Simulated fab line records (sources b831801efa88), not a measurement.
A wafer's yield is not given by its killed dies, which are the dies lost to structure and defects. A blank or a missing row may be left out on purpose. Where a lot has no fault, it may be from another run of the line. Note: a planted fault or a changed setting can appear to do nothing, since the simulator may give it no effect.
A lot that was struck, set against a sound lot | flow sfqLine | 20 out of 325 route steps
Sound: the wafers L341.1, L341.3, L341.4. The struck wafers were L352.1, L352.3, L352.5. The cause is named last.
Per side, at each step with rows, come the tool, then ch with its chambers, and then its first start. Under that, the readings that differ: sound wafers | struck wafers | difference of the means | sigmas: that difference in standard deviations of wafers without a fault.
alike: a reading whose means differ by less than 2 such deviations, as well as words and numbers matching on both sides. not compared: withheld readings; readings where some wafer has no value; bounds like >300 that might hide an equal value; numbers whose values overlap and for which the record gives no deviation.
Wherever a step has rows on one side only, a row that says differs or no value, or a row with sigmas, the two part there. When numbers do not overlap yet have no deviation, they are printed without sigmas and do not part them. A reading that every wafer of one side lacks parts them only if that side has two wafers or more.

first, 3 steps without rows for these wafers: SFQ_TRILAYER_I6_VIA_LITHO_EXPOSE_170 (exposes mask I6, target cd 700 nm); SFQ_TRILAYER_I6_VIA_LITHO_PEB_172 (peb time 60 s); SFQ_TRILAYER_I6_VIA_LITHO_DEVELOP_171 (time 60 s).
SFQ_I6_OVL_MEAS_942:
  sound on overlay-02 at day 68 23:38; struck on overlay-01 at day 78 23:29
  alike: I6_OVL
SFQ_TRILAYER_I6_VIA_BARC_OPEN_VIA_ETCH_235: etches BARC in O2, target depth 125 nm, time 41.7 s.
  sound on rieDiel-03 ch 1,2,3, day 68 23:41; struck on rieDiel-01 ch 0,1,2, day 78 23:32
  alike: biasW, chamberPressureMTorr, drypumpMotorCurrentA, oesProductAu
  not compared: rfHoursCounterH
SFQ_TRILAYER_I6_VIA_ETCH_VIA_ETCH_172: etches SiO2 in CHF3, stops on Nb, target depth 260 nm.
  sound on rieDiel-03 ch 1,2,3, day 68 23:43; struck on rieDiel-01 ch 0,1,2, day 78 23:34
  alike: biasW, chamberPressureMTorr, drypumpMotorCurrentA, oesProductAu
SFQ_TRILAYER_I6_VIA_STRIP_STRIP_173: strips in O2.
  sound on rieMetal-02 ch 0,1, day 68 23:50; struck on rieMetal-01 ch 0,1, day 78 23:41
  alike: chamberPressureMTorr, drypumpMotorCurrentA, oesProductAu
  not compared: rfHoursCounterH
then, 2 steps without rows for these wafers: SFQ_TRILAYER_I6_VIA_STRIP_SOLV_CLEAN_174 (cleans in NMP, time 600 s); SFQ_TRILAYER_M7_DEP_PRE_CLEAN_176 (time 22.5 s).
SFQ_TRILAYER_M7_DEP_SPUTTER_175: material Nb, target thk 200 nm, time 133.3 s.
  sound on pvdSputter-03 at day 69 00:39; struck on pvdSputter-04 at day 79 00:29
  alike: chamberPressurePa, throttleValvePct
SFQ_M7_RS_MEAS_943: the measuring method here is four-point-probe.
  sound on filmMetro-03 at day 69 00:44; struck on filmMetro-01 at day 79 00:35
  alike: M7_NB_RS
SFQ_TRILAYER_M7_LITHO_COAT_182: resist thk 62 nm.
  sound on lithoTrack-01 ch 0, day 69 00:55; struck on lithoTrack-01 ch 0, day 79 00:46
reading                                             | sound             | struck            | difference | sigmas
model.BARC_of_TRILAYER_M7_LITHO_COAT_182.thkNm (nm) | 60.88 60.99 61.09 | 61.86 61.95 61.98 | +0.94      | 
then, 5 steps without rows for these wafers: SFQ_TRILAYER_M7_LITHO_COAT_177 (resist thk 600 nm); SFQ_TRILAYER_M7_LITHO_SOFTBAKE_181; SFQ_TRILAYER_M7_LITHO_EXPOSE_178 (exposes mask M7, target cd 500 nm); SFQ_TRILAYER_M7_LITHO_PEB_180 (peb time 60 s); SFQ_TRILAYER_M7_LITHO_DEVELOP_179 (time 60 s).
SFQ_M7_OVL_MEAS_945:
  sound on overlay-01 at day 69 07:57; struck on overlay-02 at day 79 04:13
  alike: M7_OVL
SFQ_TRILAYER_M7_BARC_OPEN_METAL_ETCH_229: etches BARC in O2, target depth 125 nm, time 41.7 s.
  sound on rieMetal-01 ch 0, day 69 07:59; struck on rieMetal-01 ch 0,1, day 79 04:14
reading                 | sound             | struck            | difference | sigmas
model.etch.depthNm (nm) | 60.88 60.99 61.09 | 61.86 61.95 61.98 | +0.94      | 
  alike: biasW, chamberPressureMTorr, drypumpMotorCurrentA, oesProductAu
  not compared: rfHoursCounterH
SFQ_TRILAYER_M7_ETCH_METAL_ETCH_180: etches Nb in Cl2/Ar, stops on SiO2, target depth 240 nm, time 120 s.
  sound on rieMetal-01 ch 0, day 69 08:07; struck on rieMetal-01 ch 0,1, day 79 04:18
reading   | sound             | struck            | difference | sigmas
biasW (W) | 80.37 80.17 80.29 | 79.86 79.58 79.72 | -0.56      | -2
  alike: chamberPressureMTorr, drypumpMotorCurrentA, oesProductAu
  not compared: rfHoursCounterH

WHERE THEY PART
SFQ_TRILAYER_M7_ETCH_METAL_ETCH_180 only, going by this record.

WHY: whatever the simulator had introduced
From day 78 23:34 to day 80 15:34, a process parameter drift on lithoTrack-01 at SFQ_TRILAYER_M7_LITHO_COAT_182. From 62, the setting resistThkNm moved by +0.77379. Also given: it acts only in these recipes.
